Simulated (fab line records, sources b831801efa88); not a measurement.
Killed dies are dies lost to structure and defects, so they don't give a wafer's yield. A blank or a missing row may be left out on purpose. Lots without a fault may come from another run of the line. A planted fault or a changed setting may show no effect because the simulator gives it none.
Which tool did it? | flow sky130 | 6 lots, 18 wafers sampled, at 4 steps of a route of 708

WHAT THE GAUGES READ, wafer by wafer
SKY_METAL1_RS_MEAS_05: measures by four-point-probe.
lot  | measured     | on            | METAL1_ALCU_RS (ohm/sq)
L860 | day 31 20:21 | film_metro-01 | 0.1264 0.1268 0.1266
L867 | day 34 05:16 | film_metro-01 | 0.1265 0.1279 0.1266
L875 | day 37 06:17 | film_metro-01 | 0.1255 0.1253 0.1247
L874 | day 37 13:31 | film_metro-02 | 0.1264 0.1259 0.1265
L880 | day 38 21:58 | film_metro-01 | 0.1296 0.1280 0.1275
L881 | day 39 02:55 | film_metro-04 | 0.1271 0.1282 0.1264

WHICH TOOL RAN EACH LOT (tool, then ch and the chambers of the sampled wafers, then the start)
lot  | SKY_CONTACT_ETCH_17                | SKY_CONTACT_CMP_27            | SKY_METAL1_SPUTTER_01
L860 | rie_diel-04 ch 1,3, day 31 18:52   | cmp-02 ch 0,1,3, day 31 19:59 | pvd_sputter-02, day 31 20:13
L867 | rie_diel-03 ch 0,1,2, day 34 03:47 | cmp-02 ch 0,2, day 34 04:52   | pvd_sputter-01, day 34 05:08
L875 | rie_diel-01 ch 0,2, day 37 04:32   | cmp-02 ch 2,3, day 37 05:50   | pvd_sputter-02, day 37 06:10
L874 | rie_diel-04 ch 0,1,2, day 37 11:59 | cmp-02 ch 0,1, day 37 13:07   | pvd_sputter-02, day 37 13:23
L880 | rie_diel-01 ch 0,2,3, day 38 20:26 | cmp-01 ch 0,2,3, day 38 21:31 | pvd_sputter-02, day 38 21:50
L881 | rie_diel-03 ch 0,1,2, day 39 01:14 | cmp-01 ch 0,1,2, day 39 02:29 | pvd_sputter-02, day 39 02:49
- SKY_CONTACT_ETCH_17: etches SiO2 in C4F8/O2/Ar, stops on Si3N4, target depth 340 nm.
- SKY_CONTACT_CMP_27: polishes, stops on SiO2, t overpolish 15 s, target thk 0 nm.
- SKY_METAL1_SPUTTER_01: material TiN, target thk 20 nm, time 16.7 s.

THE ANSWER, worked out from the rows above alone
Rule: what is usual is taken from the lots themselves. Put in order of their means at a reading, lots are off if they are a third of the lots or fewer, leave a main group of 4 or more, and stand apart from it by a gap of 3 or more times the standard deviation of the main group's means; of several such gaps the widest counts. A main group whose means are all the same, to the digits that the tables above print for the reading, isn't used. A lot without any number at a reading at which 4 lots or more have one is off too. The other lots that the step has rows for count as sound.
No lot is off at any reading shown: from this, nothing can be told.

WHAT THE SIMULATOR HAD PUT IN
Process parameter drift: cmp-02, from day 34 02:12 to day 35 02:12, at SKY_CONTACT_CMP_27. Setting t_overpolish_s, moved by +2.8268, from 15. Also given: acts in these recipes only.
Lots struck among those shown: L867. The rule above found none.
